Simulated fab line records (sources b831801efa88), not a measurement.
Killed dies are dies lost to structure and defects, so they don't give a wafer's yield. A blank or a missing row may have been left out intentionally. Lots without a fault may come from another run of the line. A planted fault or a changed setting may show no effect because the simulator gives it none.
Matching of chambers	flow sfq line	4 sister chambers for SFQ_TRILAYER_I3_CMP_CMP_082 on cmp-01
The step polishes SiO2. 17 wafers are shown with their chamber, then 8 later ones without.

== WAFERS PAIRED WITH THEIR CHAMBERS ==
wafer	chamber	motor current A (A)	time to endpoint s (s)	slurry filter dp kPa (kPa)
L303.2	0	10.9	208	13.55
L303.3	3	9.6	211	13.45
L303.4	2	10.1	208	13.40
L304.3	1	10.6	202	13.26
L304.5	1	10.2	213	13.46
L304.6	0	11.3	215	13.42
L305.2	2	10.4	206	13.62
L305.3	3	9.9	213	13.51
L305.5	0	10.6	206	13.53
L307.4	0	10.6	213	13.21
L307.5	2	10.4	208	13.39
L307.6	3	9.5	216	13.45
L309.1	0	11.1	216	13.44
L309.2	2	10.7	213	13.63
L309.5	0	11.6	215	13.67
L311.2	3	10.3	220	13.62
L311.4	2	10.2	211	13.45

SIGNATURES, as means of the wafers listed above
reading	chamber 0	chamber 1	chamber 2	chamber 3	scatter within a chamber
motor current A	11.017	10.400	10.360	9.825	0.336
time to endpoint s	212.17	207.50	209.20	215.00	4.15
slurry filter dp kPa	13.4700	13.3600	13.4980	13.5075	0.129
Rule: for each reading, subtract the chamber's mean from the wafer's reading, divide by that reading's scatter and square the result; add these up over the readings and take the root, which gives the wafer's distance from the chamber. If the next closest chamber is less than 2 further off than the closest, the wafer can't be placed; otherwise it belongs to the closest. The scatter: the root of (the sum of the squares of (reading less its chamber's mean) over the shown wafers, divided by (wafers less chambers)).

== WAFERS WITH NO CHAMBER GIVEN ==
wafer	motor current A (A)	time to endpoint s (s)	slurry filter dp kPa (kPa)
L311.6	10.3	219	13.48
L312.3	11.1	195	13.41
L312.4	9.9	212	13.50
L312.5	10.5	205	13.48
L314.1	11.2	199	13.46
L314.4	9.9	219	13.39
L316.5	9.7	215	13.47
L316.6	10.4	205	13.35

== CHAMBER TAKEN BY EACH ==
wafer	from the rows above	in truth
L311.6	can't be placed: 3 or 2 or 0 or 1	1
L312.3	can't be placed: 1 or 2 or 0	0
L312.4	can't be placed: 3 or 2 or 1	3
L312.5	can't be placed: 2 or 1 or 0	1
L314.1	can't be placed: 0 or 1 or 2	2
L314.4	can't be placed: 3 or 2 or 1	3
L316.5	can't be placed: 3 or 2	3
L316.6	can't be placed: 1 or 2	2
Correct placement for 0 of the 8. From these rows, 8 cannot be placed; in 8 the true chamber is one of the candidates. 0 placed wrongly.
